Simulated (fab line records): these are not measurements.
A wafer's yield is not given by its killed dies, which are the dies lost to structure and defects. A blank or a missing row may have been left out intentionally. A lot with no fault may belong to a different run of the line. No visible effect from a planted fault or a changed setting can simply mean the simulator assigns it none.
A lot that was struck, set against a sound lot + flow sky130 + 43 out of 708 route steps
Sound: these wafers, L105.2, L105.3, L105.6. Struck: wafers L115.2, L115.6 (left out: L115.4, a lot-mate that was not struck); the cause follows at the end.
Per side, at each step with rows, come the tool, then ch with its chambers, and then its first start. Under that, the readings that differ: sound wafers + struck wafers + difference of the means + sigmas: that difference in standard deviations of wafers without a fault.
alike: readings whose means differ by less than 2 such deviations, and words and numbers that are the same on both sides. not compared: withheld readings, readings that some wafer has no value for, bounds like >300 that may hide the same value, and numbers for which the record gives no deviation and whose values overlap.
Wherever a step has rows on one side only, a row that says differs or no value, or a row with sigmas, the two part there. Numbers that have no deviation but don't overlap get no sigmas and don't part them. A reading missing from all wafers of one side parts the sides only when that side holds two or more wafers.

first, 3 steps without rows for these wafers: SKY_METAL2_EXPOSE_12 (exposes mask MM2, target cd 140 nm); SKY_METAL2_PEB_13; SKY_METAL2_DEVELOP_14 (develop time 60 s).
SKY_METAL2_CD_MEAS_15 targets a cd of 140 nm.
  sound on cd sem-02, day 37 01:25; struck on cd sem-02, day 39 07:25
  alike: cd nm
SKY_METAL2_OVL_MEAS_16:
  sound on overlay-01, day 37 01:31; struck on overlay-01, day 39 07:32
  alike: METAL2_OVL
SKY_METAL2_DESCUM_17: chemistry O2, time 8 s.
  sound on rie metal-04 ch 0,1, day 37 01:33; struck on rie metal-01 ch 0, day 39 07:34
  alike: drypump motor current A, oes product au
  not compared: rf hours counter h
then, 1 step without rows for these wafers: SKY_METAL2_ETCH_18 (etches BARC in N2/H2, stops on SiO2, time 45.9 s, target depth 60 nm).
SKY_METAL2_METAL_ETCH_19: etches the open film in Cl2/BCl3, stops on SiO2, target depth 360 nm, time 78 s.
  sound on rie metal-04 ch 0,1, day 37 01:39; struck on rie metal-01 ch 0, day 39 07:39
  alike: drypump motor current A, oes product au, throttle valve pct
  not compared: rf hours counter h
SKY_METAL2_STRIP_20: strips in O2/N2.
  sound on plasma asher-01 ch 0,1, day 37 01:44; struck on plasma asher-04 ch 0, day 39 07:44
  alike: drypump motor current A, oes product au, strip time to endpoint s
  not compared: rf hours counter h
then, 3 steps without rows for these wafers: SKY_METAL2_STRIP_21 (strips in post etch residue remover, time 1200 s); SKY_METAL2_CLEAN_22 (cleans in IPA, time 180 s); SKY_METAL2_CLEAN_23 (cleans in O3/DIW).
SKY_VIA2_HDPCVD_00: deposits SiO2, target thk 1180 nm, time 196.7 s.
  sound on hdpcvd-02 ch 0,1,2, day 37 02:20; struck on hdpcvd-02 ch 0,2, day 39 08:20
SKY_VIA2_THK_MEAS_01:
  sound on film metro-03, day 37 02:28; struck on film metro-03, day 39 08:28
  alike: VIA2_HDPCVD_THK
then, 1 step without rows for these wafers: SKY_VIA2_CMP_02 (polishes SiO2).
SKY_VIA2_BOW_MEAS_03:
  sound on film metro-03, day 37 02:50; struck on film metro-01, day 39 08:50
  alike: VIA2_BOW
then, 8 steps without rows for these wafers: SKY_VIA2_DEHYDRATE_04 (time 60 s); SKY_VIA2_HMDS_05 (prime time 60 s); SKY_VIA2_COAT_06 (resist thk 60 nm); SKY_VIA2_COAT_07 (resist thk 450 nm); SKY_VIA2_SOFTBAKE_08 (time 90 s); SKY_VIA2_EXPOSE_09 (exposes mask VIM2, target cd 200 nm); SKY_VIA2_PEB_10; SKY_VIA2_DEVELOP_11 (develop time 60 s).
SKY_VIA2_CD_MEAS_12 targets a cd of 200 nm.
  sound on cd sem-02, day 38 03:49; struck on cd sem-01, day 40 09:37
  alike: cd nm
SKY_VIA2_OVL_MEAS_13:
  sound on overlay-01, day 38 03:56; struck on overlay-01, day 40 09:43
  alike: VIA2_OVL
then, 8 steps without rows for these wafers: SKY_VIA2_ETCH_14 (etches BARC in N2/H2, stops on SiO2, time 45.9 s, target depth 60 nm); SKY_VIA2_ETCH_15 (etches SiO2 in C4F8/O2/Ar, stops on TiN, target depth 546 nm, time 84 s); SKY_VIA2_STRIP_16 (strips in O2/N2); SKY_VIA2_STRIP_17 (strips in post etch residue remover, time 1200 s); SKY_VIA2_CLEAN_18 (cleans in IPA, time 180 s); SKY_VIA2_CLEAN_19 (cleans in O3/DIW); SKY_VIA2_SPUTTER_20 (material TiN, target thk 20 nm, time 80 s); SKY_VIA2_CVD_21 (deposits W, target thk 420 nm, time 126.4 s).
SKY_VIA2_RS_MEAS_22: uses a four-point probe to measure.
  sound on film metro-03, day 38 04:54; struck on film metro-01, day 40 10:40
  alike: VIA2_W_RS
SKY_VIA2_THK_MEAS_23: measures by xrf.
  sound on film metro-03, day 38 05:01; struck on film metro-01, day 40 10:46
  alike: VIA2_W_THK
SKY_VIA2_CMP_24: polishes, stops on SiO2, t overpolish 20 s, target thk 0 nm.
  sound on cmp-01 ch 1,2, day 38 05:04; struck on cmp-02 ch 0,2, day 40 10:49
  alike: motor current A, overpolish run s, platen rpm, time to endpoint s
SKY_METAL3_SPUTTER_00: material Ti, target thk 15 nm, time 10 s.
  sound on pvd sputter-02, day 38 05:23; struck on pvd sputter-02, day 40 11:07
  alike: chamber pressure pa, throttle valve pct
then, 4 steps without rows for these wafers: SKY_METAL3_SPUTTER_01 (material TiN, target thk 20 nm, time 16.7 s); SKY_METAL3_SPUTTER_02 (material AlCu, target thk 735 nm, time 39.1 s); SKY_METAL3_SPUTTER_03 (material Ti, target thk 5 nm, time 3.3 s); SKY_METAL3_SPUTTER_04 (material TiN, target thk 70 nm, time 58.3 s).
-- the record jumps here: 9 days lie between the struck wafers' starts before and after (it left off in module METAL3 and takes up again in module PAD_OPEN, whose first step shown is number 708 of the route) --
SKY_PAD_OPEN_PROBE_99:
  sound on prober-01, day 47 07:26; struck on prober-01, day 49 02:58
| reading                               | sound             | struck      | difference | sigmas |
|---------------------------------------|-------------------|-------------|------------|--------|
| killed_at_M0_to_M3                    | 36 55 49          | 83 87       | +38        | +6     |
| killed dies                           | 81 100 102        | 123 123     | +29        | +3     |
| killed on rim                         | 15 19 16          | 26 31       | +12        | +3     |
| model.etest.tester.sort n pass        | 411 392 390       | 369 369     | -29        |        |
| model.etest.tester.sort yield pct (%) | 83.54 79.67 79.27 | 75 75       | -6         |        |
| model.etest.tester.sort_bin_5_pct (%) | 10.57 11.59 11.18 | 15.85 13.82 | +3.72      |        |
| model.etest.tester.sort_bin_3_pct (%) | 0.4065 1.22 1.016 | 3.455 5.285 | +3.489     |        |
  alike: killed_at_M4_up, killed at contacts, killed at front end, killed at other, killed open, killed short

WHERE THEY PART
At SKY_PAD_OPEN_PROBE_99 and nowhere else, as far as this record goes.

WHY: whatever the simulator had introduced
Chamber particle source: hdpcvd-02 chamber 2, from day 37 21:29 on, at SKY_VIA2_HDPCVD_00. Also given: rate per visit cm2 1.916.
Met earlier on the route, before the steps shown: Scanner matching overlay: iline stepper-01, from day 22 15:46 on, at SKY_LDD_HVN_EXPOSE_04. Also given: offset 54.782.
